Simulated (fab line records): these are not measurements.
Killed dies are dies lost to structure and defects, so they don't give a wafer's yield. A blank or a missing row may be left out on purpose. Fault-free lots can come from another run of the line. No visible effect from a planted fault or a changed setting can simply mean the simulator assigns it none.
Problem report in the 8D (eight disciplines) form, filled by code :: flow sky130 :: the parts of the form that need people (team, actions taken, sign-off) are left out

1. THE PROBLEM
On 2 wafers of 1 lot, killedAtFrontEnd at SKY_PAD_OPEN_PROBE_99 has a mean of 65; fault-free wafers read 15, standard deviation 4.6. That is +11 standard deviations from the usual mean.
First observed at day 50 21:00: wafer L131.1, on prober-02. The record holds 3 wafers of 1 lot with a number at this step. By rule, "out" or "out of limits" means more than 4 standard deviations away from the usual mean. All remaining wafers that have a number are taken as sound.

2. WHAT THIS IS AND IS NOT
question: which readings at this step
is: killedAtFrontEnd, killedDies
is not: killed_at_M0_to_M3, killed_at_M4_up, killedAtContacts, killedAtOther, killedOpen, killedShort

question: which lots
is: L131
is not: -

question: which wafers of those lots
is: L131.1, L131.5
is not: L131.4

question: read on which tools
is: prober-02
is not: -

question: when
is: from day 50 21:00
is not: up to then (0 sound wafers); but 1 sound wafer of L131 came after

3. THE SUSPECTS, EACH WITH WHAT RULES IT OUT
Counting: a tool at a process step up to the reading stays a suspect if it ran every lot that is out. Sound lots after the first of them don't rule it out here, since some wafers of a struck lot are sound.
- plasmaAsher-01 at SKY_VT_ADJUST_NCORE_STRIP_10 (strips in O2/N2): kept. It ran the lot that is out, L131 (day 15 06:34).
- plasmaAsher-01 at SKY_CAP2M_STRIP_14 (strips in O2/N2): kept. It ran the lot that is out, L131 (day 46 19:02).
- pvdSputter-02 at SKY_METAL5_SPUTTER_04 (material TiN, target thk 70 nm, time 58.3 s): kept. It ran the lot that is out, L131 (day 48 13:42).
- prober-02 at SKY_PAD_OPEN_PROBE_99: kept. It ran the lot that is out, L131 (day 50 21:00). On those wafers its own readings are out: killedAtFrontEnd, killedDies.
- Within plasmaAsher-01 at SKY_VT_ADJUST_NCORE_STRIP_10: the wafers that are out ran in chamber 1; their sound lot-mates ran in chamber 0.
Left after counting: plasmaAsher-01 at SKY_VT_ADJUST_NCORE_STRIP_10, plasmaAsher-01 at SKY_CAP2M_STRIP_14, pvdSputter-02 at SKY_METAL5_SPUTTER_04, prober-02 at SKY_PAD_OPEN_PROBE_99.

4. THE CAUSE (what the simulator had put in)
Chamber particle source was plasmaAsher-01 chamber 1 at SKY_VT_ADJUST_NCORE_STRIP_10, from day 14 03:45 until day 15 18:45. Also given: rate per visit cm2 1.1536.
After counting, 4 suspects remain, this tool included.

5. SEQUENCE OF EFFECTS, ordered by route
Each row: a reading where the mean over the struck wafers with a number is more than 3 standard deviations away from the usual. Scope: only readings with a usual standard deviation given in the record; hours: median across lots of the time from each lot's start at the first step in this table that gives one to its start at this step; sigmas: change in usual standard deviations.
hours: 0
step: SKY_PAD_OPEN_PROBE_99
reading: killedAtFrontEnd
usual: 15
on struck wafers: 65
change: +50
sigmas: +11

hours: 0
step: SKY_PAD_OPEN_PROBE_99
reading: killedDies
usual: 85
on struck wafers: 126
change: +42
sigmas: +4.2
It contains these process steps:
- SKY_PAD_OPEN_PROBE_99

6. WHAT WOULD HAVE CAUGHT IT SOONER
In this record the first reading out of limits was taken at day 50 21:00, 881 hours after the fault began at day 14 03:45.
Tool readings at SKY_VT_ADJUST_NCORE_STRIP_10 with a usual standard deviation given in the record: none out on any struck wafer, hence no alarm at a limit of 4 standard deviations on them.
Lots out: 1; all had begun SKY_VT_ADJUST_NCORE_STRIP_10 on plasmaAsher-01 by day 50 21:00. Had the tool been put on hold then, not one of them would have been saved.
